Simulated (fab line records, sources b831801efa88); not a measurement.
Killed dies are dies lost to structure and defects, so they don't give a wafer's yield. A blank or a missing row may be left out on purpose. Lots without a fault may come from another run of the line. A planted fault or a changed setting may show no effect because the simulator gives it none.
fab line records | flow gf180mcu
record lots=5 wafers=15 last_day=34
route steps=602 shown V2@389 M3@409 V3@429
lots that met no fault: from a run of the same line without faults
start_h: hours from the record's first day to the start of the lot's first wafer shown | wait_h: hours since the lot's step before | " the same as in the row above | L1.1+2: a row that stands for several wafers | - no value, or no start given | * or withheld: withheld | < > ~ a bound
route shown NAME@n: a module of which the file shows steps, and the number in the route of the first | usual: mean/standard deviation of fault-free wafers | same: alike in all rows | chamber/n: place in a boat | sites: the reading at each site | _std_site: their standard deviation | _edge_site: outer sites' mean less inner sites' | radius_mm: how far each site lies from the wafer's centre | mask NAME#n: copy n | behind: the tool/chamber that last shaped the wafer | hold: why the lot was held/for how many hours/how that ended | device: the transistor (n, p or np) that didn't switch | end of line: the same wafers' tests at the end of the route | a step without rows: its recipe alone | killed: dies lost to structure and defects at the first sort, not the wafer's yield | map: a wafer's dies, x killed, . not, _ none there
set.NAME: the setting as run; set.NAME@STEP: as run at that earlier step | model.NAME: the simulator's own value behind a step, which no gauge read
lots at some steps of the route; a table a step, a row a wafer
services: from which hour (start_h, from the record's first day; less than 0 if before it) a tool's chamber was out of use, for how many hours, and why
## steps
# step GF_V2_HMDS_07
# recipe prime_time_s=60 prime_temp_c=120
# columns lot.wafer tool chamber start_h wait_h
L079.1+2+5 litho_track-01 0 487.02 0.1
L084.3+5+6 litho_track-04 0 557.26 0.1
L093.2+5+6 litho_track-04 0 618.33 0.1
L096.1+3+5 litho_track-01 0 630.26 0.1
L097.1+2+4 litho_track-04 0 635.71 0.1
# step GF_V2_COAT_08
# recipe resist=BARC temp_c=withheld time_s=withheld spin_rpm=withheld resist_thk_nm=withheld
# columns lot.wafer tool chamber start_h wait_h
L079.1+2+5 litho_track-01 0 487.17 0.1
L084.3+5+6 litho_track-04 0 557.41 0.1
L093.2+5+6 litho_track-04 0 618.48 0.1
L096.1+3+5 litho_track-01 0 630.41 0.1
L097.1+2+4 litho_track-04 0 635.86 0.1
# step GF_V2_COAT_09
# recipe resist=KrF spin_rpm=withheld resist_thk_nm=1000
# columns lot.wafer tool chamber start_h wait_h
L079.1+2+5 litho_track-01 0 - -
L084.3+5+6 litho_track-04 0 - -
L093.2+5+6 litho_track-04 0 - -
L096.1+3+5 litho_track-01 0 - -
L097.1+2+4 litho_track-04 0 - -
# step GF_V2_SOFTBAKE_10
# recipe temp_c=130 time_s=60 resist=KrF
# same time_s=60
# columns lot.wafer tool chamber start_h wait_h
L079.1+2+5 litho_track-01 0 - -
L084.3+5+6 litho_track-04 0 - -
L093.2+5+6 litho_track-04 0 - -
L096.1+3+5 litho_track-01 0 - -
L097.1+2+4 litho_track-04 0 - -
# step GF_V2_EXPOSE_11
# recipe mask_id=Via2 target_cd_nm=260 na=0.68 source_shape=conventional sigma_outer=0.6 dose_mj=38
# columns lot.wafer tool chamber start_h wait_h mask
L079.1+2+5 krf_scanner-01 0 - - Via2#0
L084.3+5+6 krf_scanner-01 0 - - Via2#0
L093.2+5+6 krf_scanner-02 0 - - Via2#0
L096.1+3+5 krf_scanner-02 0 - - Via2#0
L097.1+2+4 krf_scanner-01 0 - - Via2#0
# step GF_V2_PEB_12
# recipe peb_temp_c=135 peb_time_s=90 resist=KrF
# columns lot.wafer tool chamber start_h wait_h
L079.1+2+5 litho_track-04 0 - -
L084.3+5+6 litho_track-01 0 - -
L093.2+5+6 litho_track-02 0 - -
L096.1+3+5 litho_track-02 0 - -
L097.1+2+4 litho_track-02 0 - -
# step GF_V2_DEVELOP_13
# recipe develop_time_s=60 resist=KrF dev_temp_c=21
# same develop_time_s=60
# columns lot.wafer tool chamber start_h wait_h
L079.1+2+5 litho_track-04 0 499.26 0.2
L084.3+5+6 litho_track-01 0 568.36 0.1
L093.2+5+6 litho_track-02 0 628.75 0.2
L096.1+3+5 litho_track-02 0 640.53 0.2
L097.1+2+4 litho_track-02 0 646.03 0.2
# step GF_V2_CD_MEAS_14
# recipe target_cd_nm=260
# usual cd_nm=259.9/0.99
# columns lot.wafer tool chamber start_h wait_h cd_nm
L079.1 cd_sem-02 - 499.41 0.1 258.6
L079.2 " - " " 260.3
L079.5 " - " " 260.0
L084.3 cd_sem-01 - 568.50 0.1 259.7
L084.5 " - " " 259.6
L084.6 " - " " 259.0
L093.2 cd_sem-01 - 628.90 0.1 259.0
L093.5 " - " " 259.8
L093.6 " - " " 259.1
L096.1 cd_sem-01 - 640.68 0.1 259.7
L096.3 " - " " 260.3
L096.5 " - " " 260.9
L097.1 cd_sem-01 - 646.18 0.1 261.6
L097.2 " - " " 261.8
L097.4 " - " " 260.6
# step GF_V2_OVL_MEAS_15
# usual V2_OVL=-3/5.3
# columns lot.wafer tool chamber start_h wait_h V2_OVL[nm]
L079.1 overlay-02 - 499.53 0.1 -6
L079.2 " - " " -3
L079.5 " - " " -6
L084.3 overlay-02 - 568.60 0.1 -8
L084.5 " - " " -9
L084.6 " - " " -12
L093.2 overlay-02 - 629.01 0.1 -5
L093.5 " - " " -5
L093.6 " - " " -10
L096.1 overlay-02 - 640.80 0.1 4
L096.3 " - " " 5
L096.5 " - " " 0
L097.1 overlay-01 - 646.30 0.1 -3
L097.2 " - " " -1
L097.4 " - " " -5
# step GF_V2_ETCH_16
# recipe chemistry=N2/H2 target_depth_a=withheld overetch_a=withheld time_s=withheld target=BARC ion_energy_ev=200 source_w=500 bias_w=97.42 pressure_mtorr=30 n2_flow_sccm=100 h2_flow_sccm=200
# usual drypump_motor_current_A=5.8/0.4 oes_product_au=0.854/0.0055 throttle_valve_pct=13.224/0.0089
# columns lot.wafer tool chamber start_h wait_h drypump_motor_current_A oes_product_au throttle_valve_pct
L079.1 rie_diel-02 1 499.56 0.0 5.8 0.857 13.235
L079.2 " 2 " " 5.9 0.845 13.235
L079.5 " 1 " " 5.8 0.844 13.205
L084.3 rie_diel-03 3 568.62 0.0 4.8 0.849 13.210
L084.5 " 0 " " 6.5 0.849 13.227
L084.6 " 3 " " 4.8 0.847 13.220
L093.2 rie_diel-02 2 629.04 0.0 6.0 0.852 13.224
L093.5 " 3 " " 5.9 0.857 13.217
L093.6 " 0 " " 6.0 0.856 13.216
L096.1 rie_diel-02 3 640.84 0.0 6.0 0.854 13.220
L096.3 " 0 " " 6.0 0.857 13.215
L096.5 " 2 " " 6.0 0.843 13.229
L097.1 rie_diel-03 2 646.34 0.0 5.4 0.861 13.235
L097.2 " 0 " " 6.4 0.858 13.228
L097.4 " 2 " " 5.4 0.866 13.218
# step GF_V2_ETCH_17
# recipe chemistry=C4F8/O2/Ar mask_material=KrF target=SiO2 stop_on=TiN source_w=1500 bias_w=1200 pressure_mtorr=40 c4f8_flow_sccm=withheld O2_flow_sccm=6 Ar_flow_sccm=300 time_s=withheld target_depth_a=6300
# usual oes_product_au=0.855/0.0049
# columns lot.wafer tool chamber start_h wait_h oes_product_au
L079.1 rie_diel-02 1 - - 0.855
L079.2 " 2 " " 0.853
L079.5 " 1 " " 0.851
L084.3 rie_diel-03 3 - - 0.859
L084.5 " 0 " " 0.856
L084.6 " 3 " " 0.854
L093.2 rie_diel-02 2 - - 0.858
L093.5 " 3 " " 0.855
L093.6 " 0 " " 0.853
L096.1 rie_diel-02 3 - - 0.864
L096.3 " 0 " " 0.857
L096.5 " 2 " " 0.860
L097.1 rie_diel-03 2 - - 0.843
L097.2 " 0 " " 0.852
L097.4 " 2 " " 0.858
# step GF_V2_STRIP_18
# recipe chemistry=O2/N2 power_w=1400 pressure_mtorr=1500 platen_temp_c=250 o2_flow_sccm=3000 n2_flow_sccm=300 overash_fraction=0.5
# usual drypump_motor_current_A=5.54/0.14 heater_power_w=338/19 oes_product_au=0.591/0.0043
# columns lot.wafer tool chamber start_h wait_h drypump_motor_current_A heater_power_w oes_product_au rf_hours_counter_h
L079.1 plasma_asher-02 0 499.69 - 5.54 347 0.595 41
L079.2 " 1 " " 5.69 330 0.598 41
L079.5 " 0 " " 5.55 354 0.593 -
L084.3 plasma_asher-02 0 568.78 - 5.50 348 0.595 -
L084.5 " 0 " " 5.52 356 0.602 -
L084.6 " 1 " " 5.68 343 0.599 -
L093.2 plasma_asher-04 1 629.16 - 5.70 319 0.586 99
L093.5 " 0 " " 5.25 325 0.596 -
L093.6 " 1 " " 5.72 316 0.591 -
L096.1 plasma_asher-04 1 640.96 - 5.71 322 0.589 100
L096.3 " 0 " " 5.24 325 0.598 -
L096.5 " 0 " " 5.26 331 0.587 -
L097.1 plasma_asher-02 0 646.46 - 5.55 350 0.595 57
L097.2 " 1 " " 5.66 337 0.590 57
L097.4 " 1 " " 5.67 336 0.594 -
# step GF_V2_STRIP_19
# recipe chemistry=post_etch_residue_remover time_s=1200 temp_c=72.5
# same time_s=1200
# columns lot.wafer tool chamber start_h wait_h
L079.1+2+5 wet_bench-03 3 499.79 0.1
L084.3+5+6 wet_bench-01 1 568.85 0.0
L093.2+5+6 wet_bench-04 1 629.26 0.1
L096.1+3+5 wet_bench-03 0 641.06 0.1
L097.1+2+4 wet_bench-01 3 646.56 0.1
# step GF_V2_CLEAN_20
# recipe chemistry=DIW dry=n2_spin
# columns lot.wafer tool chamber start_h wait_h
L079.1+2+5 wet_bench-01 1 500.17 0.0
L084.3+5+6 wet_bench-04 1 569.19 0.0
L093.2+5+6 wet_bench-03 3 629.64 0.0
L096.1+3+5 wet_bench-01 3 641.41 0.0
L097.1+2+4 wet_bench-03 0 646.94 0.0
# step GF_V2_SPUTTER_21
# recipe material=Ti target_thk_nm=15 chamber_pressure_pa=5 power_w=2500 substrate_temp_c=200 time_s=80.02
# usual throttle_valve_pct=29.8/0.78
# same time_s=80.02
# columns lot.wafer tool chamber start_h wait_h throttle_valve_pct
L079.1 pvd_sputter-04 - 500.26 0.0 29.3
L079.2 " - " " 29.8
L079.5 " - " " 30.5
L084.3 pvd_sputter-04 - 569.28 0.0 29.8
L084.5 " - " " 29.8
L084.6 " - " " 29.5
L093.2 pvd_sputter-04 - 629.73 0.0 28.9
L093.5 " - " " 29.4
L093.6 " - " " 30.8
L096.1 pvd_sputter-03 - 641.50 0.0 29.6
L096.3 " - " " 28.5
L096.5 " - " " 30.8
L097.1 pvd_sputter-04 - 647.03 0.0 31.0
L097.2 " - " " 29.7
L097.4 " - " " 29.9
# step GF_V2_SPUTTER_22
# recipe material=TiN target_thk_nm=10 chamber_pressure_pa=5 power_w=4000 time_s=40
# usual throttle_valve_pct=29.8/0.79
# same time_s=40
# columns lot.wafer tool chamber start_h wait_h throttle_valve_pct
L079.1 pvd_sputter-04 - 500.32 0.0 29.2
L079.2 " - " " 29.5
L079.5 " - " " 30.9
L084.3 pvd_sputter-04 - 569.34 0.0 29.7
L084.5 " - " " 29.8
L084.6 " - " " 29.5
L093.2 pvd_sputter-04 - 629.79 0.0 29.3
L093.5 " - " " 29.0
L093.6 " - " " 30.7
L096.1 pvd_sputter-03 - 641.56 0.0 29.2
L096.3 " - " " 28.4
L096.5 " - " " 30.8
L097.1 pvd_sputter-04 - 647.09 0.0 30.9
L097.2 " - " " 29.8
L097.4 " - " " 29.7
# step GF_V2_CVD_23
# recipe material=W target_thk_nm=350 time_s=104.94 temp_c=400 pressure_torr=40
# usual heater_power_w=936/76
# same time_s=104.94
# columns lot.wafer tool chamber start_h wait_h heater_power_w
L079.1 cvd_w-01 0 500.36 0.0 1045
L079.2 " 1 " " 872
L079.5 " 1 " " 864
L084.3 cvd_w-01 1 569.42 0.1 897
L084.5 " 1 " " 887
L084.6 " 0 " " 1059
L093.2 cvd_w-01 0 629.83 0.0 1048
L093.5 " 0 " " 1043
L093.6 " 1 " " 903
L096.1 cvd_w-01 1 641.60 0.0 891
L096.3 " 1 " " 889
L096.5 " 1 " " 920
L097.1 cvd_w-02 0 647.13 0.0 888
L097.2 " 1 " " 841
L097.4 " 0 " " 890
# step GF_V2_RS_MEAS_24
# recipe thk_meas_gauge=four-point-probe reads=W_of_V2_CVD_23+TiN_of_V2_SPUTTER_22+Ti_of_V2_SPUTTER_21
# usual V2_W_RS=0.329/0.0036
# columns lot.wafer tool chamber start_h wait_h V2_W_RS[ohm/sq]
L079.1 film_metro-02 - 500.47 0.1 0.326
L079.2 " - " " 0.325
L079.5 " - " " 0.323
L084.3 film_metro-04 - 569.54 0.1 0.330
L084.5 " - " " 0.333
L084.6 " - " " 0.334
L093.2 film_metro-02 - 629.96 0.1 0.326
L093.5 " - " " 0.332
L093.6 " - " " 0.327
L096.1 film_metro-02 - 641.82 0.2 0.332
L096.3 " - " " 0.333
L096.5 " - " " 0.327
L097.1 film_metro-03 - 647.24 0.1 0.329
L097.2 " - " " 0.332
L097.4 " - " " 0.328
# step GF_V2_THK_MEAS_25
# recipe thk_meas_gauge=xrf reads=W_of_V2_CVD_23
# usual V2_W_THK=364/5
# columns lot.wafer tool chamber start_h wait_h V2_W_THK[nm]
L079.1 film_metro-02 - 500.59 0.1 370
L079.2 " - " " 370
L079.5 " - " " 374
L084.3 film_metro-04 - 569.64 0.1 363
L084.5 " - " " 358
L084.6 " - " " 354
L093.2 film_metro-02 - 630.07 0.1 370
L093.5 " - " " 366
L093.6 " - " " 369
L096.1 film_metro-02 - 641.94 0.1 365
L096.3 " - " " 358
L096.5 " - " " 368
L097.1 film_metro-03 - 647.36 0.1 363
L097.2 " - " " 360
L097.4 " - " " 363
# step GF_V2_CMP_26
# recipe stop_on=SiO2 down_force_psi=3.5 platen_rpm=60 t_overpolish_s=15 target_thk_nm=0 pad_velocity_m_s=0.94248
# usual edge_zone_pressure_frac=1.000/0.0051 motor_current_A=10.4/1.1 overpolish_run_s=15.001/0.0096 time_to_endpoint_s=84.6/2.8
# columns lot.wafer tool chamber start_h wait_h edge_zone_pressure_frac motor_current_A overpolish_run_s time_to_endpoint_s
L079.1 cmp-02 0 500.65 0.1 1.006 9.6 15.016 78.7
L079.2 " 1 " " 1.007 12.2 14.996 82.1
L079.5 " 1 " " 0.999 11.5 14.988 83.3
L084.3 cmp-02 1 569.68 0.0 0.996 11.8 14.994 80.5
L084.5 " 1 " " 0.992 11.3 15.011 78.9
L084.6 " 2 " " 0.996 8.9 14.996 79.2
L093.2 cmp-01 3 630.22 0.1 1.002 10.5 15.008 86.7
L093.5 " 1 " " 0.997 12.4 14.987 88.4
L093.6 " 2 " " 0.988 10.3 14.999 90.1
L096.3 cmp-02 1 642.05 0.1 1.006 11.5 14.984 80.6
L096.1 " 2 " " 1.001 9.0 14.991 81.7
L096.5 " 1 " " 1.002 12.1 14.997 81.5
L097.2 cmp-02 3 647.42 0.0 1.006 10.3 15.000 84.2
L097.1 " 0 " " 1.006 9.5 15.006 81.5
L097.4 " 2 " " 1.008 8.9 15.021 86.0
# step GF_M3_SPUTTER_00
# recipe material=Ti target_thk_nm=37.5 arriving_ion_energy_ev=80 substrate_temp_c=200 chamber_pressure_pa=2 power_w=4000 time_s=150
# usual throttle_valve_pct=29.9/0.83
# same time_s=150
# columns lot.wafer tool chamber start_h wait_h throttle_valve_pct
L079.1 pvd_sputter-02 - 500.95 0.2 30.0
L079.2 " - " " 28.8
L079.5 " - " " 30.7
L084.3 pvd_sputter-01 - 569.98 0.2 28.7
L084.5 " - " " 30.7
L084.6 " - " " 30.9
L093.2 pvd_sputter-02 - 630.42 0.1 30.9
L093.5 " - " " 31.0
L093.6 " - " " 28.8
L096.1 pvd_sputter-04 - 642.30 0.1 29.7
L096.3 " - " " 29.5
L096.5 " - " " 29.1
L097.1 pvd_sputter-02 - 647.72 0.2 29.0
L097.2 " - " " 29.9
L097.4 " - " " 31.0
# step GF_M3_SPUTTER_01
# recipe material=TiN target_thk_nm=30 power_w=6500 time_s=25 chamber_pressure_pa=0.4
# usual throttle_valve_pct=29.9/0.85
# same time_s=25
# columns lot.wafer tool chamber start_h wait_h throttle_valve_pct
L079.1 pvd_sputter-02 - 501.05 0.1 30.2
L079.2 " - " " 28.7
L079.5 " - " " 30.9
L084.3 pvd_sputter-01 - 570.08 0.1 28.8
L084.5 " - " " 30.9
L084.6 " - " " 30.6
L093.2 pvd_sputter-02 - 630.52 0.1 30.9
L093.5 " - " " 31.1
L093.6 " - " " 28.5
L096.1 pvd_sputter-04 - 642.40 0.1 29.6
L096.3 " - " " 29.8
L096.5 " - " " 29.3
L097.1 pvd_sputter-02 - 647.82 0.1 28.7
L097.2 " - " " 30.1
L097.4 " - " " 31.0
# step GF_M3_SPUTTER_02
# recipe material=AlCu target_thk_nm=450 power_w=10600 time_s=23.9 chamber_pressure_pa=0.4
# usual throttle_valve_pct=29.9/0.86
# same time_s=23.9
# columns lot.wafer tool chamber start_h wait_h throttle_valve_pct
L079.1 pvd_sputter-02 - 501.08 0.0 30.0
L079.2 " - " " 28.7
L079.5 " - " " 31.3
L084.3 pvd_sputter-01 - 570.11 0.0 29.2
L084.5 " - " " 30.8
L084.6 " - " " 30.6
L093.2 pvd_sputter-02 - 630.55 0.0 31.3
L093.5 " - " " 31.0
L093.6 " - " " 28.8
L096.1 pvd_sputter-04 - 642.43 0.0 29.9
L096.3 " - " " 29.8
L096.5 " - " " 29.1
L097.1 pvd_sputter-02 - 647.85 0.0 28.7
L097.2 " - " " 30.3
L097.4 " - " " 30.8
# step GF_M3_SPUTTER_03
# recipe material=Ti target_thk_nm=10 substrate_temp_c=300 chamber_pressure_pa=0.2871 power_w=3000 time_s=6.7
# usual throttle_valve_pct=29.9/0.85
# same time_s=6.7
# columns lot.wafer tool chamber start_h wait_h throttle_valve_pct
L079.1 pvd_sputter-02 - 501.11 0.0 30.2
L079.2 " - " " 28.6
L079.5 " - " " 31.1
L084.3 pvd_sputter-01 - 570.14 0.0 28.8
L084.5 " - " " 30.8
L084.6 " - " " 30.6
L093.2 pvd_sputter-02 - 630.58 0.0 31.3
L093.5 " - " " 30.9
L093.6 " - " " 28.5
L096.1 pvd_sputter-04 - 642.46 0.0 30.0
L096.3 " - " " 29.7
L096.5 " - " " 29.2
L097.1 pvd_sputter-02 - 647.88 0.0 28.6
L097.2 " - " " 30.0
L097.4 " - " " 31.0
# step GF_M3_SPUTTER_04
# recipe material=TiN target_thk_nm=50 power_w=6500 time_s=41.7 chamber_pressure_pa=0.4
# usual throttle_valve_pct=29.9/0.85
# same time_s=41.7
# columns lot.wafer tool chamber start_h wait_h throttle_valve_pct
L079.1 pvd_sputter-02 - 501.13 0.0 29.9
L079.2 " - " " 28.5
L079.5 " - " " 31.1
L084.3 pvd_sputter-01 - 570.16 0.0 28.7
L084.5 " - " " 30.8
L084.6 " - " " 30.8
L093.2 pvd_sputter-02 - 630.60 0.0 31.1
L093.5 " - " " 31.0
L093.6 " - " " 28.6
L096.1 pvd_sputter-04 - 642.48 0.0 30.0
L096.3 " - " " 29.8
L096.5 " - " " 29.1
L097.1 pvd_sputter-02 - 647.90 0.0 28.6
L097.2 " - " " 30.3
L097.4 " - " " 30.9
# step GF_M3_RS_MEAS_05
# recipe thk_meas_gauge=four-point-probe reads=TiN_of_M3_SPUTTER_04+Ti_of_M3_SPUTTER_03+AlCu_of_M3_SPUTTER_02+TiN_of_M3_SPUTTER_01+Ti_of_M3_SPUTTER_00
# usual M3_ALCU_RS=0.0695/0.00071
# columns lot.wafer tool chamber start_h wait_h M3_ALCU_RS[ohm/sq]
L079.1 film_metro-04 - 501.17 0.0 0.0697
L079.2 " - " " 0.0703
L079.5 " - " " 0.0703
L084.3 film_metro-04 - 570.24 0.1 0.0689
L084.5 " - " " 0.0685
L084.6 " - " " 0.0684
L093.2 film_metro-01 - 630.66 0.0 0.0692
L093.5 " - " " 0.0692
L093.6 " - " " 0.0694
L096.1 film_metro-01 - 642.52 0.0 0.0695
L096.3 " - " " 0.0693
L096.5 " - " " 0.0697
L097.1 film_metro-04 - 647.94 0.0 0.0700
L097.2 " - " " 0.0690
L097.4 " - " " 0.0693
# step GF_M3_THK_MEAS_06
# recipe thk_meas_gauge=xrf reads=AlCu_of_M3_SPUTTER_02
# usual M3_ALCU_THK=445/6
# columns lot.wafer tool chamber start_h wait_h M3_ALCU_THK[nm]
L079.1 film_metro-04 - 501.29 0.1 449
L079.2 " - " " 445
L079.5 " - " " 447
L084.3 film_metro-04 - 570.34 0.1 452
L084.5 " - " " 455
L084.6 " - " " 455
L093.2 film_metro-01 - 630.77 0.1 443
L093.5 " - " " 443
L093.6 " - " " 439
L096.1 film_metro-01 - 642.64 0.1 441
L096.3 " - " " 441
L096.5 " - " " 441
L097.1 film_metro-04 - 648.06 0.1 447
L097.2 " - " " 454
L097.4 " - " " 451
# step GF_M3_DEHYDRATE_07
# recipe temp_c=200 time_s=60
# same time_s=60
# columns lot.wafer tool chamber start_h wait_h
L079.1+2+5 litho_track-04 0 512.56 11.3
L084.3+5+6 litho_track-04 0 580.76 10.4
L093.2+5+6 litho_track-01 0 639.84 9.1
L096.1+3+5 litho_track-01 0 651.96 9.3
L097.1+2+4 litho_track-03 0 657.12 9.0
# step GF_M3_HMDS_08
# recipe prime_time_s=60 prime_temp_c=120
# columns lot.wafer tool chamber start_h wait_h
L079.1+2+5 litho_track-04 0 512.71 0.1
L084.3+5+6 litho_track-04 0 580.91 0.1
L093.2+5+6 litho_track-01 0 639.99 0.1
L096.1+3+5 litho_track-01 0 652.11 0.1
L097.1+2+4 litho_track-03 0 657.27 0.1
# step GF_M3_COAT_09
# recipe resist=KrF spin_rpm=withheld resist_thk_nm=1000
# columns lot.wafer tool chamber start_h wait_h
L079.1+2+5 litho_track-04 0 512.86 0.1
L084.3+5+6 litho_track-04 0 581.06 0.1
L093.2+5+6 litho_track-01 0 640.14 0.1
L096.1+3+5 litho_track-01 0 652.26 0.1
L097.1+2+4 litho_track-03 0 657.42 0.1
# step GF_M3_SOFTBAKE_10
# recipe temp_c=130 time_s=60 resist=KrF
# same time_s=60
# columns lot.wafer tool chamber start_h wait_h
L079.1+2+5 litho_track-04 0 513.01 0.1
L084.3+5+6 litho_track-04 0 581.21 0.1
L093.2+5+6 litho_track-01 0 640.29 0.1
L096.1+3+5 litho_track-01 0 652.41 0.1
L097.1+2+4 litho_track-03 0 657.57 0.1
# step GF_M3_EXPOSE_11
# recipe mask_id=Metal3 target_cd_nm=280 na=0.68 source_shape=conventional sigma_outer=0.6 dose_mj=28
# columns lot.wafer tool chamber start_h wait_h mask
L079.1+2+5 krf_scanner-01 0 - - Metal3#0
L084.3+5+6 krf_scanner-02 0 - - Metal3#0
L093.2+5+6 krf_scanner-02 0 - - Metal3#0
L096.1+3+5 krf_scanner-01 0 - - Metal3#0
L097.1+2+4 krf_scanner-01 0 - - Metal3#0
# step GF_M3_PEB_12
# recipe peb_temp_c=135 peb_time_s=90 resist=KrF
# columns lot.wafer tool chamber start_h wait_h
L079.1+2+5 litho_track-01 0 - -
L084.3+5+6 litho_track-01 0 - -
L093.2+5+6 litho_track-04 0 - -
L096.1+3+5 litho_track-01 0 - -
L097.1+2+4 litho_track-04 0 - -
# step GF_M3_DEVELOP_13
# recipe develop_time_s=60 dev_temp_c=21
# same develop_time_s=60
# columns lot.wafer tool chamber start_h wait_h
L079.1+2+5 litho_track-01 0 524.62 0.2
L084.3+5+6 litho_track-01 0 591.91 0.1
L093.2+5+6 litho_track-04 0 650.08 0.2
L096.1+3+5 litho_track-01 0 662.41 0.2
L097.1+2+4 litho_track-04 0 667.16 0.2
# step GF_M3_CD_MEAS_14
# recipe target_cd_nm=280
# usual cd_nm=279.5/1.2
# columns lot.wafer tool chamber start_h wait_h cd_nm
L079.1 cd_sem-01 - 524.77 0.1 278.6
L079.2 " - " " 278.9
L079.5 " - " " 278.1
L084.3 cd_sem-01 - 592.05 0.1 278.9
L084.5 " - " " 278.8
L084.6 " - " " 279.9
L093.2 cd_sem-01 - 650.23 0.1 280.2
L093.5 " - " " 279.7
L093.6 " - " " 280.5
L096.1 cd_sem-01 - 662.56 0.1 280.1
L096.3 " - " " 279.7
L096.5 " - " " 278.1
L097.1 cd_sem-02 - 667.31 0.1 279.9
L097.2 " - " " 279.6
L097.4 " - " " 279.8
# step GF_M3_OVL_MEAS_15
# usual M3_OVL=-1/5.4
# columns lot.wafer tool chamber start_h wait_h M3_OVL[nm]
L079.1 overlay-01 - 524.89 0.1 -1
L079.2 " - " " -1
L079.5 " - " " 7
L084.3 overlay-01 - 592.15 0.1 6
L084.5 " - " " 5
L084.6 " - " " 0
L093.2 overlay-02 - 650.33 0.1 12
L093.5 " - " " 6
L093.6 " - " " 5
L096.1 overlay-02 - 662.68 0.1 7
L096.3 " - " " -1
L096.5 " - " " -1
L097.1 overlay-01 - 667.43 0.1 2
L097.2 " - " " 1
L097.4 " - " " 0
# step GF_M3_METAL_ETCH_16
# recipe chemistry=Cl2/BCl3 mask_material=KrF target_depth_nm=750.8 stop_on=SiO2 pressure_mtorr=8 icp_w=800 bias_w=140 Cl2_flow_sccm=80 bcl3_flow_sccm=40 time_s=125.1
# usual bcl3_flow_sccm=40.01/0.12 drypump_motor_current_A=5.7/0.39 oes_product_au=0.989/0.0058 throttle_valve_pct=28.230/0.0096
# same time_s=125.1
# columns lot.wafer tool chamber start_h wait_h bcl3_flow_sccm drypump_motor_current_A oes_product_au rf_hours_counter_h throttle_valve_pct
L079.1 rie_metal-04 1 524.92 0.0 39.91 5.4 0.975 9 28.230
L079.2 " 1 " " 39.96 5.4 0.998 - 28.239
L079.5 " 1 " " 39.95 5.4 0.988 - 28.220
L084.3 rie_metal-03 1 592.21 0.1 40.05 5.6 0.991 - 28.218
L084.5 " 0 " " 39.86 5.0 0.991 - 28.250
L084.6 " 1 " " 40.04 5.6 0.983 - 28.247
L093.2 rie_metal-04 0 650.36 0.0 39.82 6.1 0.992 4 28.228
L093.5 " 0 " " 39.85 6.1 0.989 - 28.240
L093.6 " 1 " " 39.98 5.4 0.986 - 28.223
L096.1 rie_metal-03 1 662.72 0.0 40.14 5.7 0.987 13 28.233
L096.3 " 1 " " 40.07 5.7 0.988 - 28.225
L096.5 " 1 " " 40.07 5.7 0.984 - 28.235
L097.1 rie_metal-03 1 667.46 0.0 39.83 5.7 0.992 13 28.236
L097.2 " 1 " " 39.93 5.6 0.993 - 28.210
L097.4 " 1 " " 39.75 5.6 0.994 - 28.215
# step GF_M3_STRIP_17
# recipe chemistry=O2/N2 power_w=1400 pressure_mtorr=1500 platen_temp_c=250 o2_flow_sccm=3000 n2_flow_sccm=300 overash_fraction=0.5
# usual drypump_motor_current_A=5.7/0.41 heater_power_w=328/29 oes_product_au=0.537/0.0051 strip_time_to_endpoint_s=7.37/0.05
# columns lot.wafer tool chamber start_h wait_h drypump_motor_current_A heater_power_w oes_product_au rf_hours_counter_h strip_time_to_endpoint_s
L079.1 plasma_asher-03 1 525.18 0.2 5.5 293 0.545 70 7.38
L079.2 " 0 " " 6.6 310 0.537 70 7.34
L079.5 " 0 " " 6.6 313 0.541 - 7.35
L084.3 plasma_asher-02 0 592.33 0.1 5.5 348 0.535 - 7.35
L084.5 " 0 " " 5.5 355 0.544 - 7.38
L084.6 " 1 " " 5.7 337 0.537 - 7.35
L093.2 plasma_asher-01 1 650.49 0.1 5.5 381 0.537 24 7.42
L093.5 " 1 " " 5.5 368 0.539 - 7.44
L093.6 " 0 " " 5.5 302 0.539 - 7.42
L096.1 plasma_asher-02 0 662.98 0.2 5.5 343 0.535 59 7.41
L096.3 " 0 " " 5.5 351 0.543 - 7.41
L096.5 " 1 " " 5.7 343 0.537 - 7.39
L097.1 plasma_asher-03 0 667.72 0.2 6.6 312 0.533 85 7.26
L097.2 " 1 " " 5.5 290 0.535 85 7.30
L097.4 " 1 " " 5.5 292 0.535 - 7.30
# step GF_M3_STRIP_18
# recipe chemistry=post_etch_residue_remover time_s=1200 temp_c=72.5
# same time_s=1200
# columns lot.wafer tool chamber start_h wait_h
L079.1+2+5 wet_bench-04 0 525.28 0.1
L084.3+5+6 wet_bench-02 0 592.40 0.0
L093.2+5+6 wet_bench-02 2 650.59 0.1
L096.1+3+5 wet_bench-03 3 663.08 0.1
L097.1+2+4 wet_bench-03 1 667.82 0.1
# step GF_M3_CLEAN_19
# recipe chemistry=DIW dry=n2_spin
# columns lot.wafer tool chamber start_h wait_h
L079.1+2+5 wet_bench-03 0 525.65 0.0
L084.3+5+6 wet_bench-02 2 592.74 0.0
L093.2+5+6 wet_bench-04 2 650.93 0.0
L096.1+3+5 wet_bench-04 0 663.42 0.0
L097.1+2+4 wet_bench-02 3 668.16 0.0
# step GF_V3_CVD_00
# recipe material=SiO2 target_thk_nm=600 sigma_open_frac=0.3 temp_c=400 time_s=100 sih4_flow_sccm=60 pressure_mtorr=6
# same time_s=100
# columns lot.wafer tool chamber start_h wait_h
L079.1+2+5 hdpcvd-01 2,0,2 525.74 0.0
L084.3+5+6 hdpcvd-01 0,0,2 592.83 0.0
L093.2+5+6 hdpcvd-01 2,0,1 651.03 0.0
L096.1+3+5 hdpcvd-01 1 663.51 0.0
L097.1+2+4 hdpcvd-01 2,1,0 668.38 0.0
## services
# columns tool chamber start_h hours kind
krf_scanner-01 - 474.34 0.8 pm
pvd_sputter-02 - 478.38 1.3 repair
rie_diel-02 2 490.19 3.3 repair
wet_bench-04 - 506.82 3.2 repair
pvd_sputter-04 - 513.59 2.8 repair
krf_scanner-01 - 514.74 1.3 pm
pvd_sputter-01 - 520.69 1.6 repair
rie_diel-02 - 521.01 14.6 pm
rie_diel-02 - 536.15 0.1 repair
pvd_sputter-04 - 541.92 0.6 repair
rie_diel-02 0 541.97 6.8 repair
pvd_sputter-02 - 560.54 0.5 repair
krf_scanner-01 - 576.04 0.3 repair
krf_scanner-01 - 577.93 1.0 pm
rie_diel-02 0 586.22 5.9 repair
plasma_asher-02 - 594.16 1.3 repair
rie_diel-02 1 607.07 65.5 repair
rie_diel-02 3 612.31 15.2 repair
rie_diel-02 - 628.58 0.4 repair
krf_scanner-01 - 633.14 1.0 repair
hdpcvd-01 - 638.88 0.3 repair
rie_diel-02 - 641.15 0.3 repair
krf_scanner-01 - 643.14 0.8 pm
pvd_sputter-01 - 648.02 6.2 repair
## key
fault none
